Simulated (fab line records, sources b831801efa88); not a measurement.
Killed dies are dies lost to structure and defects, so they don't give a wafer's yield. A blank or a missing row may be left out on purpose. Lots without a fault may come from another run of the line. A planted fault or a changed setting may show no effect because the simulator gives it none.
Which tool did it? | flow gf180mcu | 7 lots, 21 wafers sampled, at 3 steps of a route of 602

WHAT THE GAUGES READ, wafer by wafer
GF_V2_THK_MEAS_03.
lot  | measured     | on            | V2_CVD_02_THK (nm)
L241 | day 18 13:34 | film_metro-02 | 842 848 847
L244 | day 19 20:03 | film_metro-03 | 832 841 847
L246 | day 23 00:32 | film_metro-04 | 831 841 847
L250 | day 23 07:27 | film_metro-03 | 838 832 851
L251 | day 23 12:23 | film_metro-02 | 841 854 851
L258 | day 26 02:50 | film_metro-02 | 837 600 868 838 600 868
L263 | day 27 12:11 | film_metro-02 | 865 872 856

WHICH TOOL RAN EACH LOT (tool, then ch and the chambers of the sampled wafers, then the start)
lot  | GF_V1_ETCH_17                                 | GF_V2_CVD_02
L241 | rie_diel-04 ch 0,1,3, day 18 12:31 or earlier | pecvd-02 ch 0,1,2, day 18 13:29
L244 | rie_diel-01 ch 0,2,3, day 19 18:56 or earlier | pecvd-04 ch 2, day 19 19:56
L246 | rie_diel-02 ch 0,2, day 22 23:20 or earlier   | pecvd-04 ch 0,1,2, day 23 00:28
L250 | rie_diel-01 ch 0,1,2, day 23 06:07 or earlier | pecvd-04 ch 1,2, day 23 07:22
L251 | rie_diel-04 ch 1,2,3, day 23 11:03 or earlier | pecvd-03 ch 0,1, day 23 12:19
L258 | rie_diel-02 ch 0,1, day 26 01:50 or earlier   | pecvd-04 ch 0,1,2, day 26 02:46
L263 | rie_diel-01 ch 0,3, day 27 11:08 or earlier   | pecvd-03 ch 0,1, day 27 12:05
- GF_V1_ETCH_17: etches SiO2 in C4F8/O2/Ar, stops on TiN, target depth 630 nm.
- GF_V2_CVD_02: deposits SiO2 from TEOS, target thk 850 nm, time 94.851 s.

THE ANSWER, worked out from the rows above alone
Rule: what is usual is taken from the lots themselves. Put in order of their means at a reading, lots are off if they are a third of the lots or fewer, leave a main group of 4 or more, and stand apart from it by a gap of 3 or more times the standard deviation of the main group's means; of several such gaps the widest counts. A main group whose means are all the same, to the digits that the tables above print for the reading, isn't used. A lot without any number at a reading at which 4 lots or more have one is off too. The other lots that the step has rows for count as sound.
Off: L258, at GF_V2_THK_MEAS_03 (V2_CVD_02_THK). The main group: mean 846 nm, standard deviation 8.7.
A tool fits if, at a process step before that reading, it ran every lot that is off, and no sound lot after the first of them. The gauges at GF_V2_THK_MEAS_03 are tried like those tools. GF_V1_ETCH_17 gives no start for some lots, so the hours and the order of its lots are those of GF_M2_CD_MEAS_14. Can't be told from this: 2 tools fit, rie_diel-02 at GF_V1_ETCH_17, pecvd-04 at GF_V2_CVD_02.

WHAT THE SIMULATOR HAD PUT IN
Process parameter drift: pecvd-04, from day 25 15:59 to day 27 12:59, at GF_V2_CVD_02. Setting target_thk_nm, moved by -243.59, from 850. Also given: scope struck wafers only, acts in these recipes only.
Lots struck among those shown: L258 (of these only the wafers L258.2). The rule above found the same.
